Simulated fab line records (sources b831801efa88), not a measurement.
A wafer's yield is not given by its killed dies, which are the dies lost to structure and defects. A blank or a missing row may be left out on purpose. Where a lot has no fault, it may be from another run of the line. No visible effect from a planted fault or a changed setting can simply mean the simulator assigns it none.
fab line records    flow sky130
record lots=5  wafers=15  lastDay=49
route steps=708 shown LDD_N@247 LDD_P@255 LDD_HVN@267 PAD_OPEN@708
lots untouched by any fault: they come from a run of this same line in which no faults occurred
startH: hours from the record's opening day to when the first of the lot's shown wafers began    waitH: how many hours have passed since the lot's step before this one    " repeats the value in the row above    L1.1+2: several wafers, shown together as one row    - no value present, or no start provided    * or withheld: withheld    < > ~ a bound
route shown NAME@n: names a module that has steps shown in the file, with the first one's number in the route    usual: average and standard deviation across the fault-free wafers    same: alike in all rows    chamber/n: place in a boat    sites: per-site readings    _std_site: the values' standard deviation    _edge_site: the outer-site mean with the inner-site mean subtracted    radiusMm: for every site, how far away it sits from the centre of the wafer    mask NAME#n: copy n    behind: tool/chamber where the wafer was last shaped    hold: what put the lot on hold/how long, in hours/how the hold closed    device: the n, p or np transistor that did not switch    end of line: at the end of the route, the tests of the same wafers    a step with no rows: only its recipe    killed: the dies lost at the first sort to structure and to defects; this is not the yield of the wafer    map: dies across one wafer; x = killed, . = not, _ = none there
set.NAME: the run value of the setting; set.NAME@STEP: its run value at that earlier step    model.NAME: the simulator's own value behind a step, which no gauge read
a table for each step, a row for each wafer; lots at some steps of the route
services: from which hour (startH, from the record's first day; less than 0 if before it) a tool's chamber was out of use, for how many hours, and why
## steps
# step SKY_LDD_N_IMPLANT_10
# recipe species=As  energyKev=20  doseCm2=7.5e+13  tiltDeg=withheld  rotationDeg=203
# step SKY_LDD_N_IMPLANT_11
# recipe species=As  energyKev=20  doseCm2=7.5e+13  tiltDeg=withheld  rotationDeg=293
# step SKY_LDD_N_IMPLANT_12
# recipe species=BF2  energyKev=50  doseCm2=5e+12  tiltDeg=30  rotationDeg=0
# step SKY_LDD_N_IMPLANT_13
# recipe species=BF2  energyKev=50  doseCm2=5e+12  tiltDeg=30  rotationDeg=90
# step SKY_LDD_N_IMPLANT_14
# recipe species=BF2  energyKev=50  doseCm2=5e+12  tiltDeg=30  rotationDeg=180
# step SKY_LDD_N_IMPLANT_15
# recipe species=BF2  energyKev=50  doseCm2=5e+12  tiltDeg=30  rotationDeg=270
# step SKY_LDD_N_STRIP_16
# recipe chemistry=O2/N2  powerW=1400  pressureMtorr=1500  platenTempC=withheld  o2FlowSccm=3000  n2FlowSccm=300  overashFraction=0.5
# usual drypumpMotorCurrentA=5.7/0.67  oesProductAu=0.406/0.0046  stripTimeToEndpointS=4.313/0.015
lot.wafer  tool            chamber  startH  waitH  drypumpMotorCurrentA  oesProductAu  rfHoursCounterH  stripTimeToEndpointS
L989.2     plasmaAsher-04  1        401.42  0.1    4.7                   0.403         69               4.306
L989.4     "               0        "       "      6.5                   0.408         -                4.317
L989.6     "               0        "       "      6.5                   0.409         -                4.313
L994.1     plasmaAsher-04  0        448.02  0.1    6.5                   0.404         74               4.314
L994.3     "               1        "       "      4.7                   0.405         -                4.304
L994.6     "               0        "       "      6.5                   0.407         -                4.310
L995.1     plasmaAsher-04  1        458.17  0.1    4.7                   0.404         75               4.308
L995.4     "               1        "       "      4.7                   0.408         -                4.325
L995.6     "               1        "       "      4.7                   0.401         -                4.304
L102.4     plasmaAsher-02  1        517.80  0.1    5.2                   0.411         -                4.336
L102.5     "               0        "       "      6.2                   0.402         -                4.331
L102.6     "               1        "       "      5.2                   0.405         -                4.301
L106.1     plasmaAsher-02  0        555.26  0.1    6.2                   0.410         10               4.324
L106.2     "               1        "       "      5.2                   0.403         10               4.298
L106.5     "               0        "       "      6.2                   0.409         -                4.309
# step SKY_LDD_N_TW_MEAS_17
# usual LDD_N_TW=2624/17
lot.wafer  tool          chamber  startH  waitH  LDD_N_TW
L989.2     filmMetro-02  -        401.53  0.1    2637
L989.4     "             -        "       "      2632
L989.6     "             -        "       "      2638
L994.1     filmMetro-02  -        448.11  0.1    2605
L994.3     "             -        "       "      2610
L994.6     "             -        "       "      2616
L995.1     filmMetro-02  -        458.27  0.1    2615
L995.4     "             -        "       "      2615
L995.6     "             -        "       "      2624
L102.4     filmMetro-04  -        517.89  0.1    2640
L102.5     "             -        "       "      2648
L102.6     "             -        "       "      2644
L106.1     filmMetro-01  -        555.36  0.1    2639
L106.2     "             -        "       "      2634
L106.5     "             -        "       "      2617
# step SKY_LDD_P_DEHYDRATE_00
# recipe tempC=200  timeS=60
# step SKY_LDD_P_HMDS_01
# recipe primeTimeS=60  primeTempC=120
# step SKY_LDD_P_COAT_02
# recipe resist=NOVOLAK  spinRpm=3000  resistThkNm=1140
# step SKY_LDD_P_SOFTBAKE_03
# recipe tempC=90  timeS=60  resist=NOVOLAK
# step SKY_LDD_P_EXPOSE_04
# recipe maskId=PSDM  na=0.6  sourceShape=conventional  sigmaOuter=0.6  polarization=unpolarized  targetCdNm=380  doseMj=138
# usual reticleTempC=23.01/0.1
lot.wafer  tool             chamber  startH  waitH  mask    reticleTempC
L989.2     ilineStepper-02  0        416.70  -      PSDM#0  22.87
L989.4     "                0        "       "      PSDM#0  22.88
L989.6     "                0        "       "      PSDM#0  22.85
L994.1     ilineStepper-01  0        463.94  -      NTM#0   23.13
L994.3     "                0        "       "      NTM#0   23.15
L994.6     "                0        "       "      NTM#0   23.08
L995.1     ilineStepper-01  0        473.81  -      PSDM#0  22.96
L995.4     "                0        "       "      PSDM#0  22.95
L995.6     "                0        "       "      PSDM#0  23.05
L102.4     ilineStepper-01  0        533.11  -      PSDM#0  23.09
L102.5     "                0        "       "      PSDM#0  22.93
L102.6     "                0        "       "      PSDM#0  22.99
L106.1     ilineStepper-01  0        570.18  -      PSDM#0  23.04
L106.2     "                0        "       "      PSDM#0  23.10
L106.5     "                0        "       "      PSDM#0  23.08
# step SKY_LDD_P_PEB_05
# recipe tempC=withheld  timeS=*  resist=NOVOLAK
# step SKY_LDD_P_DEVELOP_06
# recipe resist=NOVOLAK  developer=TMAH  developTimeS=60  devTempC=23
# step SKY_LDD_P_CD_MEAS_07
# recipe targetCdNm=380
# usual cdNm=378.8/2.1
lot.wafer  tool      chamber  startH  waitH  cdNm
L989.2     cdSem-01  -        430.40  0.1    375.8
L989.4     "         -        "       "      375.1
L989.6     "         -        "       "      374.4
L994.1     cdSem-02  -        479.13  0.1    -
L994.3     "         -        "       "      -
L994.6     "         -        "       "      -
L995.1     cdSem-02  -        488.98  0.1    379.1
L995.4     "         -        "       "      377.5
L995.6     "         -        "       "      377.4
L102.4     cdSem-01  -        547.99  0.1    377.9
L102.5     "         -        "       "      375.7
L102.6     "         -        "       "      377.8
L106.1     cdSem-02  -        584.48  0.1    380.2
L106.2     "         -        "       "      376.6
L106.5     "         -        "       "      377.1
# step SKY_LDD_P_OVL_MEAS_08
# usual LDD_P_OVL=-0.4/1.3
lot.wafer  tool        chamber  startH  waitH  LDD_P_OVL[nm]
L989.2     overlay-02  -        430.51  0.1    1.6
L989.4     "           -        "       "      -0.2
L989.6     "           -        "       "      -1.9
L994.1     overlay-01  -        479.25  0.1    -
L994.3     "           -        "       "      -
L994.6     "           -        "       "      -
L995.1     overlay-01  -        489.10  0.1    0.2
L995.4     "           -        "       "      -0.6
L995.6     "           -        "       "      -0.6
L102.4     overlay-01  -        548.07  0.1    2.3
L102.5     "           -        "       "      0.4
L102.6     "           -        "       "      1.7
L106.1     overlay-01  -        584.60  0.1    1.5
L106.2     "           -        "       "      -2.1
L106.5     "           -        "       "      0.1
# step SKY_LDD_P_IMPLANT_09
# recipe species=BF2  energyKev=25  doseCm2=1e+13  tiltDeg=withheld
# step SKY_LDD_P_STRIP_10
# recipe chemistry=O2/N2  powerW=1400  pressureMtorr=1500  platenTempC=withheld  o2FlowSccm=3000  n2FlowSccm=300  overashFraction=0.5
# usual drypumpMotorCurrentA=5.7/0.38  oesProductAu=0.716/0.0047  stripTimeToEndpointS=14.19/0.038
lot.wafer  tool            chamber  startH  waitH  drypumpMotorCurrentA  oesProductAu  rfHoursCounterH  stripTimeToEndpointS
L989.2     plasmaAsher-01  0        430.69  0.1    6.1                   0.721         28               14.19
L989.4     "               1        "       "      5.5                   0.713         -                14.23
L989.6     "               1        "       "      5.5                   0.711         -                14.19
L994.1     plasmaAsher-03  1        479.43  0.1    5.3                   0.715         69               14.12
L994.3     "               0        "       "      5.8                   0.713         -                14.08
L994.6     "               1        "       "      5.3                   0.712         -                14.17
L995.1     plasmaAsher-03  1        489.28  0.1    5.3                   0.720         70               14.21
L995.4     "               1        "       "      5.3                   0.711         -                14.22
L995.6     "               0        "       "      5.8                   0.713         -                14.23
L102.4     plasmaAsher-02  1        548.27  0.1    5.2                   0.708         -                14.16
L102.5     "               1        "       "      5.2                   0.718         -                14.18
L102.6     "               0        "       "      6.2                   0.721         -                14.15
L106.1     plasmaAsher-03  0        584.78  0.1    5.8                   0.714         80               14.23
L106.2     "               1        "       "      5.3                   0.722         80               14.24
L106.5     "               1        "       "      5.3                   0.719         -                14.22
# step SKY_LDD_P_TW_MEAS_11
# usual LDD_P_TW=642/4.7
lot.wafer  tool          chamber  startH  waitH  LDD_P_TW
L989.2     filmMetro-02  -        430.80  0.1    644
L989.4     "             -        "       "      642
L989.6     "             -        "       "      641
L994.1     filmMetro-02  -        479.53  0.1    31
L994.3     "             -        "       "      30
L994.6     "             -        "       "      30
L995.1     filmMetro-02  -        489.38  0.1    640
L995.4     "             -        "       "      644
L995.6     "             -        "       "      643
L102.4     filmMetro-01  -        548.36  0.1    642
L102.5     "             -        "       "      638
L102.6     "             -        "       "      645
L106.1     filmMetro-01  -        584.88  0.1    639
L106.2     "             -        "       "      638
L106.5     "             -        "       "      637
# step SKY_LDD_HVN_DEHYDRATE_00
# recipe tempC=200  timeS=60
# step SKY_PAD_OPEN_PROBE_99
# usual killed_at_M0_to_M3=43/6.4  killed_at_M4_up=2.9/1.7  killedAtContacts=24/5  killedAtFrontEnd=15/4  killedAtOther=0.4/0.62  killedDies=86/9.3  killedOnRim=17/3.5  killedOpen=47/6.8  killedShort=38/5.8
# same grossDies=492  killedAtBackSide=0
lot.wafer  tool       chamber  startH   waitH  killed_at_M0_to_M3  killed_at_M4_up  killedAtContacts  killedAtFrontEnd  killedAtOther  killedDies  killedOnRim  killedOpen  killedShort
L989.2     prober-02  -        1072.69  0.1    40                  3                29                12                0              84          20           56          28
L989.4     prober-02  -        1072.79  0.2    46                  2                22                21                0              91          17           45          46
L989.6     prober-02  -        1072.89  0.2    41                  3                31                14                1              90          14           53          36
L994.1     prober-01  -        1104.69  0.1    50                  8                22                412               0              492         96           47          41
L994.3     prober-01  -        1104.79  0.2    52                  3                30                407               0              492         96           57          41
L994.6     prober-01  -        1104.94  0.2    39                  4                25                424               0              492         96           49          39
L995.1     prober-02  -        1109.81  0.1    40                  2                11                11                1              65          16           37          28
L995.4     prober-02  -        1109.96  0.2    47                  1                20                15                0              83          17           44          39
L995.6     prober-02  -        1110.06  0.2    36                  2                29                12                0              79          15           38          40
L102.4     prober-02  -        1150.49  0.2    38                  8                23                15                0              84          15           51          33
L102.5     prober-02  -        1150.54  0.2    42                  1                18                21                1              83          13           49          34
L102.6     prober-02  -        1150.59  0.2    42                  2                23                18                0              85          18           43          41
L106.1     prober-01  -        1170.23  0.1    44                  4                24                19                0              91          20           49          39
L106.2     prober-01  -        1170.28  0.1    38                  3                24                20                0              85          21           36          49
L106.5     prober-01  -        1170.43  0.2    45                  3                24                22                0              94          20           54          40
# killed by level:class
L989.2 VIA1:geometricParticle:open=12 CONTACT:geometricParticle:open=12 LI_CONTACT:geometricParticle:open=8 FIELD_ISO:geometricParticle:open=6 VIA2:geometricParticle:open=6 VIA3:geometricParticle:open=6 METAL2:geometricParticle:short=5 METAL1:geometricParticle:short=4
L989.4 FIELD_ISO:geometricParticle:short=11 LI_CONTACT:geometricParticle:open=9 METAL1:geometricParticle:short=8 VIA3:geometricParticle:open=7 VIA1:geometricParticle:open=7 CONTACT:geometricParticle:short=5 METAL3:geometricParticle:short=5 FIELD_ISO:geometricParticle:open=4
L989.6 LI_CONTACT:geometricParticle:open=15 CONTACT:geometricParticle:open=9 VIA1:geometricParticle:open=9 VIA1:geometricParticle:short=6 METAL2:geometricParticle:short=6 METAL1:geometricParticle:short=5 FIELD_ISO:geometricParticle:open=4 VIA2:geometricParticle:open=4
L994.1 LDD_P:areaExpose=404 VIA2:geometricParticle:open=12 VIA1:geometricParticle:open=10 METAL4:geometricParticle:short=7 LI_CONTACT:geometricParticle:open=6 CONTACT:geometricParticle:open=6 METAL1:geometricParticle:short=6 VIA3:geometricParticle:open=5
L994.3 LDD_P:areaExpose=394 VIA1:geometricParticle:open=19 CONTACT:geometricParticle:open=11 VIA2:geometricParticle:open=8 CONTACT:geometricParticle:short=6 VIA1:geometricParticle:short=5 LI_CONTACT:geometricParticle:open=4 LI_CONTACT:geometricParticle:short=4
L994.6 LDD_P:areaExpose=404 CONTACT:geometricParticle:open=14 VIA1:geometricParticle:open=8 VIA2:geometricParticle:open=7 FIELD_ISO:geometricParticle:open=6 VIA3:geometricParticle:open=6 FIELD_ISO:geometricParticle:short=5 LI_CONTACT:geometricParticle:open=4
L995.1 VIA1:geometricParticle:open=13 METAL2:geometricParticle:short=9 VIA3:geometricParticle:open=7 FIELD_ISO:geometricParticle:open=4 CONTACT:geometricParticle:open=4 METAL1:geometricParticle:short=4 POLY_GATE:geometricParticle:short=3 VIA2:geometricParticle:open=3
L995.4 VIA1:geometricParticle:open=13 CONTACT:geometricParticle:short=8 VIA3:geometricParticle:open=7 LI_CONTACT:geometricParticle:open=6 METAL1:geometricParticle:short=6 METAL2:geometricParticle:short=5 FIELD_ISO:geometricParticle:short=4 POLY_GATE:geometricParticle:open=4
L995.6 LI_CONTACT:geometricParticle:open=9 CONTACT:geometricParticle:short=6 CONTACT:geometricParticle:open=6 FIELD_ISO:geometricParticle:open=5 LOCAL_INTERCONNECT:geometricParticle:short=5 VIA1:geometricParticle:open=5 METAL2:geometricParticle:short=5 METAL1:geometricParticle:short=4
L102.4 CONTACT:geometricParticle:open=10 VIA1:geometricParticle:open=8 VIA3:geometricParticle:open=7 FIELD_ISO:geometricParticle:open=5 VIA2:geometricParticle:short=5 METAL2:geometricParticle:short=4 LI_CONTACT:geometricParticle:open=4 METAL1:geometricParticle:short=4
L102.5 CONTACT:geometricParticle:open=9 VIA3:geometricParticle:open=9 FIELD_ISO:geometricParticle:open=7 VIA1:geometricParticle:open=7 VIA2:geometricParticle:open=7 FIELD_ISO:geometricParticle:short=5 METAL3:geometricParticle:short=5 METAL2:geometricParticle:short=5
L102.6 CONTACT:geometricParticle:open=9 VIA1:geometricParticle:open=9 METAL2:geometricParticle:short=7 FIELD_ISO:geometricParticle:short=6 VIA3:geometricParticle:open=6 VIA2:geometricParticle:open=6 METAL1:geometricParticle:short=5 POLY_GATE:geometricParticle:short=4
L106.1 VIA1:geometricParticle:open=12 VIA3:geometricParticle:open=8 LI_CONTACT:geometricParticle:open=6 FIELD_ISO:geometricParticle:open=5 LOCAL_INTERCONNECT:geometricParticle:open=5 FIELD_ISO:geometricParticle:short=4 LOCAL_INTERCONNECT:geometricParticle:short=4 CONTACT:geometricParticle:open=4
L106.2 METAL2:geometricParticle:short=8 CONTACT:geometricParticle:open=6 VIA1:geometricParticle:open=6 VIA1:geometricParticle:short=6 FIELD_ISO:geometricParticle:short=5 LOCAL_INTERCONNECT:geometricParticle:short=5 LI_CONTACT:geometricParticle:short=5 METAL1:geometricParticle:short=5
L106.5 VIA1:geometricParticle:open=15 POLY_GATE:geometricParticle:open=8 LI_CONTACT:geometricParticle:open=8 METAL2:geometricParticle:short=7 METAL1:geometricParticle:short=7 LOCAL_INTERCONNECT:geometricParticle:short=5 CONTACT:geometricParticle:open=5 VIA3:geometricParticle:open=5
# map L994.1 (x killed, . not)
__________xxxxxxxxxx_________
________xxxxxxxxxxxxxx_______
______xxxxxxxxxxxxxxxxxx_____
_____xxxxxxxxxxxxxxxxxxxx____
____xxxxxxxxxxxxxxxxxxxxxx___
___xxxxxxxxxxxxxxxxxxxxxxxx__
__xxxxxxxxxxxxxxxxxxxxxxxxxx_
_xxxxxxxxxxxxxxxxxxxxxxxxxxxx
_xxxxxxxxxxxxxxxxxxxxxxxxxxxx
_xxxxxxxxxxxxxxxxxxxxxxxxxxxx
_xxxxxxxxxxxxxxxxxxxxxxxxxxxx
_xxxxxxxxxxxxxxxxxxxxxxxxxxxx
_xxxxxxxxxxxxxxxxxxxxxxxxxxxx
_xxxxxxxxxxxxxxxxxxxxxxxxxxxx
_xxxxxxxxxxxxxxxxxxxxxxxxxxxx
__xxxxxxxxxxxxxxxxxxxxxxxxxx_
___xxxxxxxxxxxxxxxxxxxxxxxx__
____xxxxxxxxxxxxxxxxxxxxxx___
_____xxxxxxxxxxxxxxxxxxxx____
______xxxxxxxxxxxxxxxxxx_____
________xxxxxxxxxxxxxx_______
__________xxxxxxxxxx_________
# map L106.5 (x killed, . not)
__________.x.......x_________
________x.x........x.x_______
______x.x.....x.....x..._____
_____.....x...x..........____
____......xx........x.....___
___........x...x..x........__
__.xx..............xx......._
_xx...........x...x..x.......
_...xx.x...x.......xx........
_...x.x..xxxxx...........x..x
_.x..........x............x..
_.......x..x...x..x...x....xx
_.xx......x.....x....x...xx..
_x........x............x.....
_.......x....x.x.....x...xx.x
__....x.....x.....x......x.._
___x.x......x.........x...x__
____......x.x.x...x.x.....___
_____........x.xx.x.x....____
______.........xx......._____
________.......x.....x_______
__________.x.....x.._________
## services
tool             chamber  startH  hours  kind
ilineStepper-01  -        383.92  0.8    pm
plasmaAsher-04   -        399.03  1.3    repair
plasmaAsher-02   -        421.25  9.0    pm
plasmaAsher-02   0        421.25  9.0    ventCycle
plasmaAsher-02   1        421.25  9.0    ventCycle
plasmaAsher-02   0        430.25  -      clean
plasmaAsher-02   1        430.25  -      clean
plasmaAsher-02   -        436.00  8.8    repair
ilineStepper-01  -        437.56  1.7    pm
plasmaAsher-02   -        450.15  1.2    repair
plasmaAsher-01   -        456.44  28.1   pm
ilineStepper-01  0        460.04  -      calibration
plasmaAsher-02   -        468.69  10.2   repair
ilineStepper-02  -        482.81  1.7    pm
plasmaAsher-01   -        486.24  1.1    repair
plasmaAsher-01   -        490.53  2.8    pm
ilineStepper-01  -        513.93  2.1    repair
ilineStepper-02  0        518.08  -      calibration
plasmaAsher-02   -        529.87  14.6   pm
ilineStepper-02  -        535.98  2.2    repair
plasmaAsher-03   -        547.75  0.9    repair
ilineStepper-01  -        583.71  2.1    pm
## key
firstSign step=SKY_LDD_P_EXPOSE_04  reading=mask  direction=changed
effect step=SKY_LDD_P_CD_MEAS_07  reading=cdNm  direction=missing
effect step=SKY_LDD_P_OVL_MEAS_08  reading=LDD_P_OVL  direction=missing
effect step=SKY_LDD_P_TW_MEAS_11  reading=LDD_P_TW  direction=down  sigmas=99+  usual=642  struck=30
effect step=SKY_PAD_OPEN_PROBE_99  reading=killedAtFrontEnd  direction=up  sigmas=99+  usual=15  struck=414
moreKillsBornAt SKY_LDD_P_EXPOSE_04@ilineStepper-01=1202
metAt SKY_LDD_P_EXPOSE_04
struckWafers L994.1,L994.3,L994.6
testerLeftOut L994
fault kind=wrongMask  tool=any  chamber=-  onsetH=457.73  steps=SKY_LDD_P_EXPOSE_04  auxCopy=NTM#0  scope=struckLotsOnly
# testerLeftOut: of these lots the tester's yield and bins aren't shown, on N5 and GAA mostly nor the transistor test; their killed dies are dies lost to structure and defects alone, not to doping, threshold or leakage, so they don't give the yield
